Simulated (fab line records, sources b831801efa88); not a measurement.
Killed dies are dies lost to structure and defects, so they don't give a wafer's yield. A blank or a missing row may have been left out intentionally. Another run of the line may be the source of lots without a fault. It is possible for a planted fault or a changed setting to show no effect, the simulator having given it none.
fab line records ; flow sky130
record lots=6; wafers=18; last-day=49
route steps=708 shown SONOS_TUNNEL@158 SONOS_ONO@168 PAD_OPEN@708
lots with no fault: from the same line, run without faults
start-h: start of the lot's first displayed wafer, in hours after the record's first day ; wait-h: hours since the lot's step before ; " identical to the entry in the row above ; L1.1+2: several wafers, shown together as one row ; - value missing, or start not given ; * or withheld: withheld ; < > ~ a bound
route shown NAME@n: a module of which the file shows steps, and the number in the route of the first ; usual: mean/standard deviation of fault-free wafers ; same: alike in all rows ; chamber/n: place in a boat ; sites: the reading at each site ; _std_site: how widely they spread, as a standard deviation ; _edge_site: outer sites' mean less inner sites' ; radius-mm: for every site, how far away it sits from the centre of the wafer ; mask NAME#n: copy n ; behind: the tool/chamber that last shaped the wafer ; hold: why the lot went on hold/how many hours it stayed there/how the hold came to an end ; device: transistor that didn't switch, given as n, p or np ; end of line: at the end of the route, the tests of the same wafers ; where a step has no rows: the recipe by itself ; killed: not the wafer's yield, but the dies lost to structure and defects at the first sort ; map: shows each die of a wafer: x if killed, . if not, _ if none is there
set.NAME: the run value of the setting; set.NAME@STEP: its run value at that earlier step ; model.NAME: the simulator's own value behind a step, which no gauge read
certain route steps with their lots: each step a table, each wafer a row
services: the hour from which a tool's chamber was out of use, counted from the record's first day as start-h (under 0 if before that day), plus the number of hours and why
## steps
# step SKY_SONOS_TUNNEL_EXPOSE_04
# recipe mask-id=TUNM; na=0.6; source-shape=conventional; sigma-outer=0.6; polarization=unpolarized; target-cd-nm=410; dose-mj=136
# step SKY_SONOS_TUNNEL_PEB_05
# recipe temp-c=withheld; time-s=*; resist=NOVOLAK
# step SKY_SONOS_TUNNEL_DEVELOP_06
# recipe resist=NOVOLAK; developer=TMAH; develop-time-s=60; dev-temp-c=23
# step SKY_SONOS_TUNNEL_CD_MEAS_07
# recipe target-cd-nm=410
# usual cd-nm=410.4/2
lot.wafer;tool;chamber;start-h;wait-h;cd-nm
L223.1;cd-sem-02;-;256.22;0.1;411.6
L223.5;cd-sem-02;-;256.22;0.1;411.6
L223.6;cd-sem-02;-;256.22;0.1;414.1
L229.2;cd-sem-02;-;304.17;0.1;412.4
L229.3;cd-sem-02;-;304.17;0.1;413.2
L229.6;cd-sem-02;-;304.17;0.1;411.7
L231.2;cd-sem-02;-;319.94;0.1;410.0
L231.3;cd-sem-02;-;319.94;0.1;410.8
L231.4;cd-sem-02;-;319.94;0.1;408.1
L235.1;cd-sem-01;-;352.55;0.1;411.0
L235.2;cd-sem-01;-;352.55;0.1;411.7
L235.5;cd-sem-01;-;352.55;0.1;412.8
L238.4;cd-sem-02;-;377.58;0.1;410.8
L238.5;cd-sem-02;-;377.58;0.1;410.3
L238.6;cd-sem-02;-;377.58;0.1;410.0
L240.1;cd-sem-01;-;390.82;0.1;411.1
L240.2;cd-sem-01;-;390.82;0.1;412.7
L240.6;cd-sem-01;-;390.82;0.1;412.2
# step SKY_SONOS_TUNNEL_OVL_MEAS_08
# usual SONOS_TUNNEL_OVL=-0.2/1.5
lot.wafer;tool;chamber;start-h;wait-h;SONOS_TUNNEL_OVL[nm]
L223.1;overlay-02;-;256.34;0.1;-0.2
L223.5;overlay-02;-;256.34;0.1;0.4
L223.6;overlay-02;-;256.34;0.1;-2.1
L229.2;overlay-01;-;304.27;0.1;0.8
L229.3;overlay-01;-;304.27;0.1;1.8
L229.6;overlay-01;-;304.27;0.1;0.4
L231.2;overlay-01;-;320.05;0.1;-1.3
L231.3;overlay-01;-;320.05;0.1;-2.2
L231.4;overlay-01;-;320.05;0.1;-2.3
L235.1;overlay-02;-;352.67;0.1;1.4
L235.2;overlay-02;-;352.67;0.1;-1.1
L235.5;overlay-02;-;352.67;0.1;-2.0
L238.4;overlay-01;-;377.66;0.1;-0.2
L238.5;overlay-01;-;377.66;0.1;-0.9
L238.6;overlay-01;-;377.66;0.1;-0.5
L240.1;overlay-01;-;390.94;0.1;0.4
L240.2;overlay-01;-;390.94;0.1;-0.5
L240.6;overlay-01;-;390.94;0.1;-0.8
# step SKY_SONOS_TUNNEL_IMPLANT_09
# recipe species=B; energy-kev=20; dose-cm2=1.019e+12; tilt-deg=withheld
# step SKY_SONOS_TUNNEL_WET_ETCH_10
# recipe chemistry=dHF; target-depth-nm=14; target=SiO2; dilution=100:1; temp-c=25; time-s=280
# step SKY_SONOS_TUNNEL_STRIP_11
# recipe chemistry=SPM; time-s=600; temp-c=130
# step SKY_SONOS_TUNNEL_TW_MEAS_12
# usual SONOS_TUNNEL_TW=197.9/2.6
lot.wafer;tool;chamber;start-h;wait-h;SONOS_TUNNEL_TW
L223.1;film-metro-03;-;256.79;0.0;197.2
L223.5;film-metro-03;-;256.79;0.0;196.9
L223.6;film-metro-03;-;256.79;0.0;197.6
L229.2;film-metro-01;-;304.72;0.0;199.5
L229.3;film-metro-01;-;304.72;0.0;201.3
L229.6;film-metro-01;-;304.72;0.0;200.0
L231.2;film-metro-01;-;320.72;0.0;201.0
L231.3;film-metro-01;-;320.72;0.0;200.6
L231.4;film-metro-01;-;320.72;0.0;200.1
L235.1;film-metro-01;-;353.11;0.0;200.9
L235.2;film-metro-01;-;353.11;0.0;200.1
L235.5;film-metro-01;-;353.11;0.0;200.5
L238.4;film-metro-03;-;378.12;0.0;197.5
L238.5;film-metro-03;-;378.12;0.0;197.5
L238.6;film-metro-03;-;378.12;0.0;196.4
L240.1;film-metro-03;-;391.40;0.0;197.5
L240.2;film-metro-03;-;391.40;0.0;197.4
L240.6;film-metro-03;-;391.40;0.0;198.4
# step SKY_SONOS_TUNNEL_CLEAN_13
# recipe chemistry=dHF; time-s=20; dilution=100:1; dry=ipa-marangoni
# step SKY_SONOS_ONO_OXIDATION_00
# recipe temp-c=800; ambient=O2; idle-temp-c=700; ramp-up-c-per-min=10; ramp-down-c-per-min=3; stabilise-s=600; purge-s=300; target-thk-a=26; ox-time-s=1249
# step SKY_SONOS_ONO_THK_MEAS_01
# recipe reads=SiO2_of_SONOS_ONO_OXIDATION_00
# usual SONOS_ONO_OXIDATION_THK=2.59/0.053
lot.wafer;tool;chamber;start-h;wait-h;SONOS_ONO_OXIDATION_THK[nm]
L223.1;film-metro-03;-;259.18;0.0;2.68
L223.5;film-metro-03;-;259.18;0.0;2.61
L223.6;film-metro-03;-;259.18;0.0;2.68
L229.2;film-metro-03;-;306.18;0.0;2.70
L229.3;film-metro-03;-;306.18;0.0;2.48
L229.6;film-metro-03;-;306.18;0.0;2.64
L231.2;film-metro-01;-;322.99;0.0;2.62
L231.3;film-metro-01;-;322.99;0.0;2.65
L231.4;film-metro-01;-;322.99;0.0;2.54
L235.1;film-metro-03;-;355.02;0.0;2.54
L235.2;film-metro-03;-;355.02;0.0;2.64
L235.5;film-metro-03;-;355.02;0.0;2.60
L238.4;film-metro-04;-;379.60;0.0;2.46
L238.5;film-metro-04;-;379.60;0.0;2.45
L238.6;film-metro-04;-;379.60;0.0;2.55
L240.1;film-metro-03;-;393.19;0.0;2.53
L240.2;film-metro-03;-;393.19;0.0;2.58
L240.6;film-metro-03;-;393.19;0.0;2.58
# step SKY_SONOS_ONO_CVD_02
# recipe material=Si3N4; precursor=DCS/NH3; target-thk-nm=10.5; temp-c=770; time-s=180; pressure-mtorr=250
# usual spike-tc-centre-C=771.0/1.2; zone-power-lower-pct=12.19/0.22; zone-power-upper-pct=13.04/0.13
lot.wafer;tool;chamber;start-h;wait-h;spike-tc-centre-C;zone-power-lower-pct;zone-power-upper-pct;model.Si3N4_of_SONOS_ONO_CVD_02.thk-nm
L223.1;lpcvd-02;0;259.68;0.5;772.3;11.94;13.16;10.46
L223.5;lpcvd-02;0;259.68;0.5;772.4;11.86;13.18;10.32
L223.6;lpcvd-02;0;259.68;0.5;773.0;12.20;13.00;10.26
L229.2;lpcvd-02;0;306.30;0.1;772.5;11.97;13.03;10.49
L229.3;lpcvd-02;0;306.30;0.1;770.7;12.09;12.98;10.4
L229.6;lpcvd-02;0;306.30;0.1;772.5;11.89;13.01;10.27
L231.2;lpcvd-02;0;325.43;2.4;771.8;11.98;12.97;10.4
L231.3;lpcvd-02;0;325.43;2.4;770.8;12.04;12.99;10.42
L231.4;lpcvd-02;0;325.43;2.4;773.0;12.02;12.99;10.42
L235.1;lpcvd-02;1;357.35;2.3;770.4;12.45;13.12;10.62
L235.2;lpcvd-02;1;357.35;2.3;771.3;12.44;12.89;10.63
L235.5;lpcvd-02;1;357.35;2.3;770.9;12.20;12.97;10.7
L238.4;lpcvd-02;1;379.63;0.0;782.9;10.82;11.48;11.2
L238.5;lpcvd-02;1;379.63;0.0;782.1;10.87;11.27;11.24
L238.6;lpcvd-02;1;379.63;0.0;781.5;10.86;11.36;11.55
L240.1;lpcvd-02;1;393.69;0.5;780.6;11.08;11.60;11.38
L240.2;lpcvd-02;1;393.69;0.5;783.4;10.90;11.29;11.53
L240.6;lpcvd-02;1;393.69;0.5;781.9;11.05;11.21;11.44
# step SKY_SONOS_ONO_THK_MEAS_03
# recipe reads=Si3N4_of_SONOS_ONO_CVD_02
# usual SONOS_ONO_CVD_02_THK=10.51/0.14
lot.wafer;tool;chamber;start-h;wait-h;SONOS_ONO_CVD_02_THK[nm]
L223.1;film-metro-03;-;260.73;0.0;10.45
L223.5;film-metro-03;-;260.73;0.0;10.31
L223.6;film-metro-03;-;260.73;0.0;10.28
L229.2;film-metro-04;-;307.36;0.0;10.51
L229.3;film-metro-04;-;307.36;0.0;10.37
L229.6;film-metro-04;-;307.36;0.0;10.24
L231.2;film-metro-01;-;326.49;0.0;10.45
L231.3;film-metro-01;-;326.49;0.0;10.46
L231.4;film-metro-01;-;326.49;0.0;10.41
L235.1;film-metro-03;-;358.40;0.0;10.61
L235.2;film-metro-03;-;358.40;0.0;10.58
L235.5;film-metro-03;-;358.40;0.0;10.70
L238.4;film-metro-01;-;380.71;0.0;11.24
L238.5;film-metro-01;-;380.71;0.0;11.25
L238.6;film-metro-01;-;380.71;0.0;11.54
L240.1;film-metro-03;-;394.74;0.0;11.34
L240.2;film-metro-03;-;394.74;0.0;11.53
L240.6;film-metro-03;-;394.74;0.0;11.44
# step SKY_SONOS_ONO_CVD_04
# recipe material=SiO2; precursor=SiH4/N2O; target-thk-nm=5.7199; temp-c=900; pressure-mtorr=400
# step SKY_PAD_OPEN_PROBE_99
# usual killed_at_M0_to_M3=43/7.3; killed_at_M4_up=3.1/1.8; killed-at-contacts=24/5.4; killed-at-front-end=15/4.1; killed-at-other=0.2/0.52; killed-dies=86/10; killed-open=47/7.3; killed-short=39/6.4
# same gross-dies=492; killed-at-back-side=0
lot.wafer;tool;chamber;start-h;wait-h;killed_at_M0_to_M3;killed_at_M4_up;killed-at-contacts;killed-at-front-end;killed-at-other;killed-dies;killed-open;killed-short;model.etest.sonos-erased.drive-ua-um;model.etest.cap-ono.gate-log10-a-cm2;model.etest.cap-ono.gate-bv-v;model.etest.cap-ono.tox-acc-nm;model.etest.sonos-programmed.vt-v;model.etest.sonos-erased.vt-v;model.etest.sonos-baked.vt-v;model.etest.sonos-programmed.off-log10-a-um
L223.1;prober-02;-;1077.77;0.1;38;5;20;18;0;81;46;35;208.3;-8.153;16.7;13.05;1.39;-2.225;0.9394;-14.03
L223.5;prober-02;-;1077.97;0.2;40;6;26;12;0;84;37;47;225.5;-7.872;16.21;12.82;1.503;-2.322;0.9799;-14.1
L223.6;prober-02;-;1078.02;0.2;44;2;28;15;0;89;53;36;179.1;-7.933;16.88;12.89;1.492;-2.245;1.034;-13.99
L229.2;prober-02;-;1117.11;0.1;49;4;33;18;1;105;62;43;173.5;-8.168;16.69;13.03;1.404;-2.191;0.945;-13.94
L229.3;prober-02;-;1117.16;0.2;48;3;23;17;0;91;51;40;174.3;-7.911;16.79;12.87;1.497;-2.293;0.9645;-13.99
L229.6;prober-02;-;1117.31;0.2;43;2;33;12;0;90;52;38;192.4;-8.034;16.9;12.96;1.427;-2.25;0.9437;-13.8
L231.2;prober-02;-;1132.14;0.1;31;3;28;16;0;78;50;28;184.6;-7.897;16.26;12.82;1.496;-2.28;0.9394;-13.99
L231.3;prober-02;-;1132.19;0.2;44;2;19;16;0;81;48;33;155.9;-8.01;16.59;12.94;1.453;-2.202;0.9703;-13.98
L231.4;prober-02;-;1132.24;0.2;51;2;36;15;0;104;60;44;183.3;-7.824;16.57;12.81;1.49;-2.311;0.9794;-14.07
L235.1;prober-02;-;1151.97;0.1;41;3;24;15;0;83;50;33;184.4;-7.986;16.75;12.9;1.445;-2.277;0.9219;-14
L235.2;prober-02;-;1152.02;0.1;30;2;20;18;0;70;30;40;203.1;-7.874;16.62;12.9;1.459;-2.293;0.9488;-13.88
L235.5;prober-02;-;1152.17;0.2;51;5;15;12;0;83;34;49;172.1;-8.066;16.38;13.04;1.395;-2.221;0.914;-13.86
L238.4;prober-01;-;1168.87;0.2;34;3;19;15;0;71;39;32;133.9;-8.465;17.11;13.26;1.231;-2.089;0.7919;-13.88
L238.5;prober-01;-;1168.92;0.2;55;5;24;14;0;98;52;46;170.3;-8.471;16.72;13.31;1.223;-2.128;0.7721;-13.94
L238.6;prober-01;-;1168.97;0.2;43;2;25;11;1;82;47;35;145.5;-8.701;17.05;13.46;1.128;-2.018;0.7189;-13.74
L240.1;prober-02;-;1175.61;0.1;44;1;33;16;0;94;52;42;149.6;-8.644;17.06;13.47;1.134;-1.993;0.7646;-13.72
L240.2;prober-02;-;1175.66;0.1;53;2;21;14;0;90;53;37;164.3;-8.777;17.36;13.56;1.071;-1.982;0.7606;-13.49
L240.6;prober-02;-;1175.86;0.2;38;5;18;12;0;73;46;27;163.4;-8.56;16.49;13.37;1.185;-2.035;0.768;-13.88
# killed by level:class
L223.1 CONTACT:geometric-particle:short=7 VIA3:geometric-particle:open=7 VIA1:geometric-particle:open=7 POLY_GATE:geometric-particle:open=6 CONTACT:geometric-particle:open=6 METAL1:geometric-particle:short=5 VIA2:geometric-particle:open=5 FIELD_ISO:geometric-particle:open=4
L223.5 CONTACT:geometric-particle:short=8 VIA1:geometric-particle:open=8 CONTACT:geometric-particle:open=7 METAL2:geometric-particle:short=6 METAL4:geometric-particle:short=6 LI_CONTACT:geometric-particle:short=5 METAL1:geometric-particle:short=5 VIA2:geometric-particle:open=5
L223.6 CONTACT:geometric-particle:open=11 VIA2:geometric-particle:open=9 METAL1:geometric-particle:short=9 LI_CONTACT:geometric-particle:open=8 VIA3:geometric-particle:open=7 VIA1:geometric-particle:open=6 LOCAL_INTERCONNECT:geometric-particle:short=5 VIA3:geometric-particle:short=5
L229.2 CONTACT:geometric-particle:open=13 VIA1:geometric-particle:open=11 LI_CONTACT:geometric-particle:open=11 METAL3:geometric-particle:short=8 FIELD_ISO:geometric-particle:open=7 VIA1:geometric-particle:short=7 VIA3:geometric-particle:open=6 VIA2:geometric-particle:open=5
L229.3 VIA1:geometric-particle:open=13 CONTACT:geometric-particle:open=10 VIA3:geometric-particle:open=8 CONTACT:geometric-particle:short=7 FIELD_ISO:geometric-particle:open=6 VIA1:geometric-particle:short=5 METAL2:geometric-particle:short=5 POLY_GATE:geometric-particle:short=4
L229.6 CONTACT:geometric-particle:open=15 VIA1:geometric-particle:open=8 FIELD_ISO:geometric-particle:open=6 VIA3:geometric-particle:short=6 LI_CONTACT:geometric-particle:open=6 VIA3:geometric-particle:open=6 CONTACT:geometric-particle:short=6 METAL1:geometric-particle:short=5
L231.2 CONTACT:geometric-particle:open=16 VIA1:geometric-particle:open=9 FIELD_ISO:geometric-particle:short=6 FIELD_ISO:geometric-particle:open=4 LI_CONTACT:geometric-particle:open=4 METAL1:geometric-particle:short=4 METAL1:geometric-particle:open=4 VIA2:geometric-particle:open=4
L231.3 VIA1:geometric-particle:open=9 CONTACT:geometric-particle:open=8 METAL2:geometric-particle:short=8 VIA2:geometric-particle:open=8 VIA3:geometric-particle:open=6 FIELD_ISO:geometric-particle:open=5 POLY_GATE:geometric-particle:open=5 LI_CONTACT:geometric-particle:open=5
L231.4 CONTACT:geometric-particle:open=12 VIA2:geometric-particle:open=11 VIA1:geometric-particle:open=11 LI_CONTACT:geometric-particle:open=9 CONTACT:geometric-particle:short=8 LOCAL_INTERCONNECT:geometric-particle:short=7 METAL1:geometric-particle:short=7 FIELD_ISO:geometric-particle:open=5
L235.1 VIA3:geometric-particle:open=12 CONTACT:geometric-particle:open=9 VIA2:geometric-particle:open=8 LI_CONTACT:geometric-particle:open=7 FIELD_ISO:geometric-particle:open=6 VIA1:geometric-particle:short=5 METAL2:geometric-particle:short=4 LI_CONTACT:geometric-particle:short=3
L235.2 CONTACT:geometric-particle:short=7 FIELD_ISO:geometric-particle:short=6 VIA1:geometric-particle:open=6 LOCAL_INTERCONNECT:geometric-particle:short=6 VIA3:geometric-particle:open=5 POLY_GATE:geometric-particle:open=4 CONTACT:geometric-particle:open=4 VIA1:geometric-particle:short=4
L235.5 VIA2:geometric-particle:open=7 VIA3:geometric-particle:open=7 VIA3:geometric-particle:short=7 CONTACT:geometric-particle:open=6 METAL1:geometric-particle:short=6 VIA1:geometric-particle:short=6 METAL4:geometric-particle:short=5 METAL2:geometric-particle:short=5
L238.4 CONTACT:geometric-particle:open=8 VIA2:geometric-particle:open=7 VIA1:geometric-particle:open=7 FIELD_ISO:geometric-particle:short=6 LI_CONTACT:geometric-particle:open=6 VIA1:geometric-particle:short=4 METAL2:geometric-particle:short=4 VIA3:geometric-particle:open=4
L238.5 VIA1:geometric-particle:open=13 CONTACT:geometric-particle:open=9 METAL1:geometric-particle:short=7 VIA1:geometric-particle:short=7 VIA3:geometric-particle:open=7 LI_CONTACT:geometric-particle:open=6 VIA3:geometric-particle:short=6 CONTACT:geometric-particle:short=5
L238.6 VIA1:geometric-particle:open=10 VIA2:geometric-particle:open=10 CONTACT:geometric-particle:open=6 LI_CONTACT:geometric-particle:open=5 LOCAL_INTERCONNECT:geometric-particle:short=5 CONTACT:geometric-particle:short=5 FIELD_ISO:geometric-particle:short=3 FIELD_ISO:geometric-particle:open=3
L240.1 CONTACT:geometric-particle:open=14 VIA3:geometric-particle:open=10 VIA1:geometric-particle:open=8 LI_CONTACT:geometric-particle:open=7 METAL2:geometric-particle:short=6 METAL1:geometric-particle:short=5 FIELD_ISO:geometric-particle:short=4 POLY_GATE:geometric-particle:open=4
L240.2 VIA1:geometric-particle:open=13 LI_CONTACT:geometric-particle:open=6 METAL1:geometric-particle:short=6 VIA1:geometric-particle:short=6 VIA2:geometric-particle:open=6 VIA3:geometric-particle:open=6 POLY_GATE:geometric-particle:open=5 CONTACT:geometric-particle:open=5
L240.6 VIA1:geometric-particle:open=12 CONTACT:geometric-particle:open=7 VIA3:geometric-particle:open=7 LOCAL_INTERCONNECT:geometric-particle:short=4 LI_CONTACT:geometric-particle:open=4 VIA2:geometric-particle:open=4 FIELD_ISO:geometric-particle:short=3 METAL1:geometric-particle:short=3
## services
tool;chamber;start-h;hours;kind
lpcvd-02;-;386.32;0.4;repair
## key
first-sign step=SKY_SONOS_ONO_CVD_02; reading=zone-power-upper-pct; direction=down; sigmas=13; usual=13.04; struck=11.37
effect step=SKY_SONOS_ONO_CVD_02; reading=spike-tc-centre-C; direction=up; sigmas=9.2; usual=771.0; struck=782.1
effect step=SKY_SONOS_ONO_THK_MEAS_03; reading=SONOS_ONO_CVD_02_THK; direction=up; sigmas=6.3; usual=10.51; struck=11.39
model-effect step=SKY_SONOS_ONO_CVD_02; value=Si3N4_of_SONOS_ONO_CVD_02.thk-nm; without=10.58; struck=11.39
model-effect step=SKY_PAD_OPEN_PROBE_99; value=etest.sonos-erased.drive-ua-um; without=178.1; struck=154.5
met-at SKY_SONOS_ONO_CVD_02
struck-wafers L238.4,L238.5,L238.6,L240.1,L240.2,L240.6
tester-left-out L238,L240
onset-between 357.35 379.63
fault kind=process-parameter-drift; tool=lpcvd-02; chamber=1; onset-h=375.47; steps=SKY_SONOS_ONO_CVD_02; channel=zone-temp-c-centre; offset=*; shape=step; end-h=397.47
# tester-left-out: of these lots the tester's yield and bins aren't shown, on N5 and GAA mostly nor the transistor test; their killed dies are dies lost to structure and defects alone, not to doping, threshold or leakage, so they don't give the yield
